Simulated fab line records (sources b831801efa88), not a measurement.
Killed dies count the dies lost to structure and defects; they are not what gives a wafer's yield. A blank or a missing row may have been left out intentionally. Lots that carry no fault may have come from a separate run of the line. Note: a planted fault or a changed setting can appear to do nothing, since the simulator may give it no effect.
Which tool was responsible?	flow sky130	18 wafers from 6 lots sampled at 3 of the route's 708 steps

WHAT THE GAUGES READ, wafer by wafer
SKY_VT_ADJUST_HVTP_OVL_MEAS_08.
lot	measured	on	VT_ADJUST_HVTP_OVL (nm)
L619	day 6 06:04	overlay-02	-2.6 -2.1 -0.7
L622	day 7 03:54	overlay-01	4.1 2.5 3.4
L626	day 8 02:06	overlay-02	-0.5 -1.5 0.6
L632	day 9 20:48	overlay-01	-81.6 -83.5 -84.5
L634	day 10 06:48	overlay-02	-85.6 -83.7 -86.2
L637	day 11 10:47	overlay-01	-0.3 0.3 0.4

TOOL THAT RAN EACH LOT (tool first, then ch and the chambers of the sampled wafers, then the start)
lot	SKY_FIELD_ISO_CMP_27	SKY_VT_ADJUST_HVTP_EXPOSE_04
L619	cmp-01 ch 1,2,3, day 2 14:30	ilineStepper-01 ch 0, day 5 19:56
L622	cmp-02 ch 0,1,3, day 3 07:32	ilineStepper-02 ch 0, day 6 17:53
L626	cmp-01 ch 0,2,3, day 4 02:40	ilineStepper-02 ch 0, day 7 16:01
L632	cmp-02 ch 0,2,3, day 5 10:33	ilineStepper-02 ch 0, day 9 09:16
L634	cmp-01 ch 0,1,3, day 5 19:05	ilineStepper-02 ch 0, day 9 20:02
L637	cmp-01 ch 1,2,3, day 6 19:20	ilineStepper-01 ch 0, day 10 23:30
- SKY_FIELD_ISO_CMP_27: polishes, stops on Si3N4, t overpolish 16 s, target thk 457.8 nm.
- SKY_VT_ADJUST_HVTP_EXPOSE_04: exposes mask HVTPM, target cd 380 nm.

THE ANSWER, worked out from the rows above alone
Rule: usual is defined by the lots themselves. The widest of any qualifying gaps counts: lots, ordered by their means at a reading, are off when they make up no more than a third of the lots, leave a main group of 4 or more, and stand apart from it by 3 or more times the standard deviation of that group's means. If all means in a main group match to the digits the tables above print for the reading, that group is not used. Also off: a lot with no number at a reading for which 4 or more lots have one. Any other lot the step has rows for is counted as sound.
Off: at SKY_VT_ADJUST_HVTP_OVL_MEAS_08 (VT_ADJUST_HVTP_OVL), L632, L634. Main group: mean 0.3 nm, sd 1.9.
A tool fits if, at a process step before that reading, it ran every lot that is off, and no sound lot after the first of them. Those tools and the gauges at SKY_VT_ADJUST_HVTP_OVL_MEAS_08 are tried in the same way. One fits: ilineStepper-02 at SKY_VT_ADJUST_HVTP_EXPOSE_04. A fault onset in the window from L626 (day 7 16:01, its last sound lot) to L632 (day 9 09:16, its first lot off) fits.

WHAT HAD BEEN PUT IN BY THE SIMULATOR
Scanner matching overlay: ilineStepper-02, from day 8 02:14 on, at SKY_VT_ADJUST_HVTP_EXPOSE_04. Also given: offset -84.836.
Struck lots among those shown: L632, L634. The rule above reached the same finding.
